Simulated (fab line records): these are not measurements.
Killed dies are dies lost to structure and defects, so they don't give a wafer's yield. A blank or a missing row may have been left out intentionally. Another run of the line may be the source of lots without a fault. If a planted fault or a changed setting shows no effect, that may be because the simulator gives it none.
A lot that was struck, set against a sound lot	flow sfq_line	13 steps out of a route of 325
Sound: the wafers L157.1, L157.3, L157.4. Struck: wafers L154.1, L154.4, L154.6. The cause comes at the end.
At each step with rows: each side's tool, then ch and its chambers, then its first start. Under that, the readings that differ: sound wafers	struck wafers	difference of the means	sigmas: that difference in standard deviations of wafers without a fault.
alike: readings with means less than 2 such deviations apart, plus words and numbers identical on both sides. not compared: withheld readings, readings lacking a value on some wafer, bounds such as >300 that could conceal the same value, and numbers that have no deviation in the record and whose values overlap.
Wherever a step has rows on one side only, a row that says differs or no value, or a row with sigmas, the two part there. Numbers that have no deviation but don't overlap get no sigmas and don't part them. A reading missing from all wafers of one side parts the sides only when that side holds two or more wafers.

first, 1 step without rows for these wafers: SFQ_TRILAYER_M1_DEP_PRE_CLEAN_038 (time 22.5 s).
SFQ_TRILAYER_M1_DEP_SPUTTER_037: material Nb, target thk 200 nm, time 133.3 s.
  struck on pvd_sputter-06, day 17 12:41; sound on pvd_sputter-06, day 18 15:11
  alike: substrate_temp_c, throttle_valve_pct
SFQ_M1_RS_MEAS_909: measures by four-point-probe.
  struck on film_metro-01, day 17 12:47; sound on film_metro-02, day 18 15:16
  alike: M1_NB_RS
then, 6 steps without rows for these wafers: SFQ_TRILAYER_M1_LITHO_COAT_044 (resist thk 62 nm); SFQ_TRILAYER_M1_LITHO_COAT_039 (resist thk 600 nm); SFQ_TRILAYER_M1_LITHO_SOFTBAKE_043; SFQ_TRILAYER_M1_LITHO_EXPOSE_040 (exposes mask M1, target cd 500 nm); SFQ_TRILAYER_M1_LITHO_PEB_042 (peb time 60 s); SFQ_TRILAYER_M1_LITHO_DEVELOP_041 (time 60 s).
SFQ_M1_OVL_MEAS_911:
  struck on overlay-02, day 17 15:23; sound on overlay-02, day 25 07:29
reading	sound	struck	difference	sigmas
M1_OVL (nm)	0 -5 3	-10 -17 -12	-12	-2
SFQ_TRILAYER_M1_BARC_OPEN_METAL_ETCH_054: etches BARC in O2, target depth 125 nm, time 41.7 s.
  sound on rie_metal-01 ch 0,1, day 25 07:31; struck on rie_metal-03 ch 0,1, day 17 15:25
  alike: bias_w, drypump_motor_current_A, oes_product_au
  not compared: rf_hours_counter_h
SFQ_TRILAYER_M1_ETCH_METAL_ETCH_042: etches Nb in Cl2/Ar, stops on SiO2, target depth 240 nm, time 120 s.
  sound on rie_metal-01 ch 0,1, day 25 07:35; struck on rie_metal-03 ch 0,1, day 17 15:30
reading	sound	struck	difference	sigmas
bias_w (W)	80.19 79.60 79.96	83.27 83.60 82.95	+3.36	+15
  alike: drypump_motor_current_A, oes_product_au
  not compared: rf_hours_counter_h
SFQ_TRILAYER_M1_STRIP_STRIP_043: strips in O2.
  sound on rie_metal-01 ch 0,1, day 25 07:43; struck on rie_metal-03 ch 0,1, day 17 15:40
  alike: drypump_motor_current_A, oes_product_au
  not compared: rf_hours_counter_h

## WHERE THEY PART
Last at SFQ_TRILAYER_M1_ETCH_METAL_ETCH_042 as far as this record goes, first at SFQ_M1_OVL_MEAS_911. Later steps at which nothing parts them and some readings are alike: SFQ_TRILAYER_M1_STRIP_STRIP_043.

WHY: what had been put in by the simulator
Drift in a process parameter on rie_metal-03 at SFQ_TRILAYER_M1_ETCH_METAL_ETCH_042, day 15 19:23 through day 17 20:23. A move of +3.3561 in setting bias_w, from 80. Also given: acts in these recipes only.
